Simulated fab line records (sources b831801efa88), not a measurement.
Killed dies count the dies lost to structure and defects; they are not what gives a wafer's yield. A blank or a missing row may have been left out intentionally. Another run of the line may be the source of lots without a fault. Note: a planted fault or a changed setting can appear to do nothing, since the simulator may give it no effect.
Code-filled problem report in 8D (eight disciplines) form ; flow gf180mcu ; the parts of the form that need people (team, actions taken, sign-off) are left out

## 1. THE ISSUE
PASSIVATION_CVD_02_THK at GF_PASSIVATION_THK_MEAS_03 reads a mean of 662 nm on 2 wafers of 1 lot; wafers without a fault read 699 nm with a standard deviation of 7.9. That is -4.7 standard deviations from the usual mean.
Earliest sighting: wafer L426.3 on film-metro-03 at day 32 02:31. The record holds 36 wafers of 12 lots with a number at this step. Rule for "out" (also "out of limits"): further than 4 standard deviations from the usual mean. The rest of the wafers with a number are treated as sound.

## 2. WHAT THIS IS AND IS NOT
question;is;is not
which readings at this step;PASSIVATION_CVD_02_THK;-
which lots;L426;L413, L414, L415, L416, L417, L418, L419, L420, L430, L433, L436
which wafers of those lots;L426.3, L426.4;L426.6
read on which gauges;film-metro-03;film-metro-02
when;from day 32 02:31;"up to then (25 sound wafers); but 9 sound wafers of L430, L433, L436 came after"

## 3. THE SUSPECTS, EACH WITH WHAT RULES IT OUT
Counting: a tool at a process step up to the reading stays a suspect if it ran every lot that is out. Sound lots after the first of them don't rule it out here, since some wafers of a struck lot are sound.
- the gauge at GF_PASSIVATION_THK_MEAS_03 has been ruled out. All the wafers that are out were read on film-metro-03, but those of them that GF_PASSIVATION_CVD_02 has rows for are out there too, on other tools.
- rie-diel-03 at GF_V4_ETCH_17 (etches SiO2 in C4F8/O2/Ar, stops on TiN, target depth 630 nm): kept. It ran the lot that is out, L426 (day 28 19:02); its last sound lot up to then is L417 (day 25 22:32). GF_V4_ETCH_17: start missing for some lots; hours and lot order therefore follow GF_V4_SPUTTER_22.
- pvd-sputter-02 at GF_V4_SPUTTER_22 (material TiN, target thk 10 nm, time 40 s): kept. It ran the lot that is out, L426 (day 28 19:02); its last sound lot up to then is L420 (day 26 19:02).
- cvd-w-01 at GF_V5_CVD_23 (deposits W, target thk 350 nm, time 104.9 s): kept. It ran the lot that is out, L426 (day 31 06:53); its last sound lot up to then is L420 (day 29 09:27).
- pecvd-04 at GF_PASSIVATION_CVD_02 (deposits Si3N4, target thk 700 nm, time 486.18 s): kept. It ran the lot that is out, L426 (day 32 02:13); its last sound lot up to then is L420 (day 30 06:26). Out on those wafers are its own readings of rf-fwd-power-W.
- The sound lot-mates ran in chamber 1 of rie-diel-03 at GF_V4_ETCH_17, but the wafers that are out ran in chamber 3.
- The sound lot-mates ran in chamber 2 of pecvd-04 at GF_PASSIVATION_CVD_02, but the wafers that are out ran in chamber 1.
Left after counting: rie-diel-03 at GF_V4_ETCH_17, pvd-sputter-02 at GF_V4_SPUTTER_22, cvd-w-01 at GF_V5_CVD_23, pecvd-04 at GF_PASSIVATION_CVD_02.

## 4. THE CAUSE (what the simulator had put in)
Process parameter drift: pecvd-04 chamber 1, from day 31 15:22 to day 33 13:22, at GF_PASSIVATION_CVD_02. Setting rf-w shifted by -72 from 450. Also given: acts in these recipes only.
4 suspects survive the count, and this tool is in that group.

## 5. THE EFFECT CHAIN, in route order
Rows list readings where the struck wafers' mean (over those with a number) sits beyond 3 standard deviations from the usual. Readings are gone through only where the record gives a usual standard deviation; hours: the median, over the lots, of the time from a lot's start at the first step in this table giving one to that lot's start at this step; sigmas: the change measured in usual standard deviations.
hours;step;reading;usual;on struck wafers;change;sigmas
0;GF_PASSIVATION_CVD_02;rf-fwd-power-W;449.0 W;378.0;-71.0;-51
0;GF_PASSIVATION_THK_MEAS_03;PASSIVATION_CVD_02_THK;699 nm;662;-37;-4.7
The process steps in it:
- GF_PASSIVATION_CVD_02: deposits Si3N4, target thk 700 nm, time 486.18 s.

## 6. HOW IT WOULD HAVE BEEN CAUGHT EARLIER
In this record the first reading out of limits at a measuring or inspecting step was taken at day 32 02:31, 11 hours after the fault began at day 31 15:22.
At GF_PASSIVATION_CVD_02, the tool's own readings (rf-fwd-power-W) were out on each struck wafer the step has a row for, so an alarm limit on them would have fired on the first such wafer.
The start of GF_PASSIVATION_CVD_02 on pecvd-04 came by day 32 02:31 for every one of the lots that are out (1). Tool hold at that time: it would have spared none of them.
